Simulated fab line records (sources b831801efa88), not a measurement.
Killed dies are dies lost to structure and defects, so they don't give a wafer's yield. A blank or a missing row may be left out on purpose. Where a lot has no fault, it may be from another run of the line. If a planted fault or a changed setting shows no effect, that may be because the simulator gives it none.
A single fault, viewed from 2 desks    flow sfq line    what lay behind the numbers comes last; until then each desk has only its own

DESK OF THE TOOL OWNER: pvd sputter-03
The tool's own readings at SFQ_TRILAYER_L0_DEP_SPUTTER_003 (material MoNx KI, target thk 40 nm, time 100 s): means of the sampled wafers that have a number, for each lot that ran on this tool. Any lot whose mean is over 4 standard deviations away from the usual mean is out of limits and marked OUT; that distance is given in the brackets.
Columns: A = throttle valve pct at SFQ_TRILAYER_L0_DEP_SPUTTER_003, usual 30.0 %
lot   first seen here  A
L222  day 1 22:29      28.1
L225  day 2 13:29      28.8
L226  day 2 18:29      30.2
L227  day 2 23:29      30.9
L229  day 3 09:29      31.5
L231  day 3 19:29      29.9
L233  day 4 05:29      30.3
Result from this desk: across the 7 lots, nothing is out of limits.

AT THE METROLOGY DESK
What the gauges read, lot by lot, whatever tool the lot ran on: means of the sampled wafers that have a number. Any lot whose mean is over 4 standard deviations away from the usual mean is out of limits and marked OUT; that distance is given in the brackets.
Columns: A = L0_MONX_KI_RS at SFQ_L0_RS_MEAS_901, usual 43.4 ohm/sq; B = L0_MONX_KI_THK at SFQ_L0_THK_MEAS_902, usual 40.8 nm; C = M2_OVL at SFQ_M2_OVL_MEAS_916, usual -1 nm; D = M4_OVL at SFQ_M4_OVL_MEAS_926, usual -1 nm
lot   first seen here  A                B                C   D
L220  day 1 12:35      43.6             40.5             2   8
L221  day 1 17:36      43.3             40.7             5   -2
L222  day 1 22:36      43.1             40.9             -1  -1
L223  day 2 03:34      43.0             41.2             -3  -7
L224  day 2 08:35      43.8             40.5             -4  10
L225  day 2 13:37      43.3             40.9             5   1
L226  day 2 18:36      43.5             40.8             -2  5
L227  day 2 23:34      43.4             40.6             -2  -1
L228  day 3 04:34      43.1             41.1             -2  1
L229  day 3 09:34      39.5 (-11) OUT   45.3 (+12) OUT   4   5
L231  day 3 19:34      41.2 (-5.9) OUT  43.2 (+6.1) OUT  -4  -12
L233  day 4 05:34      41.5 (-5.2) OUT  42.9 (+5.5) OUT  -2  2
L239  day 5 11:35      43.2             41.0             5   -5
L240  day 5 16:35      44.0             40.1             -6  -10
L243  day 6 07:35      42.7             41.6             -1  6
This desk reports L229, L231, L233 out of limits; the earliest was L229 at day 3 09:34 (L0_MONX_KI_RS at SFQ_L0_RS_MEAS_901). L220, L221, L222, L223, L224, L225, L226, L227, L228, L239, L240, L243 stayed within limits.

ALL TOGETHER
An alarm was possible from the metrology desk at day 3 09:34, on L229, L231, L233.
The desk of the tool owner found nothing out of limits.
Tool owner's desk: L229, L231, L233 on record, inside its limits.
Every lot named ran SFQ_TRILAYER_L0_DEP_SPUTTER_003 on pvd sputter-03.

WHAT THE SIMULATOR HAD INSERTED
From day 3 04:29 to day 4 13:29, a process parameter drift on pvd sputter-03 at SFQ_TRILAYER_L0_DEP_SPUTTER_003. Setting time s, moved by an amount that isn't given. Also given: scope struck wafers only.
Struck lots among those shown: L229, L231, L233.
Per desk, hours elapsed from the start of the fault to the first reading out of limits: for the metrology desk, 5.
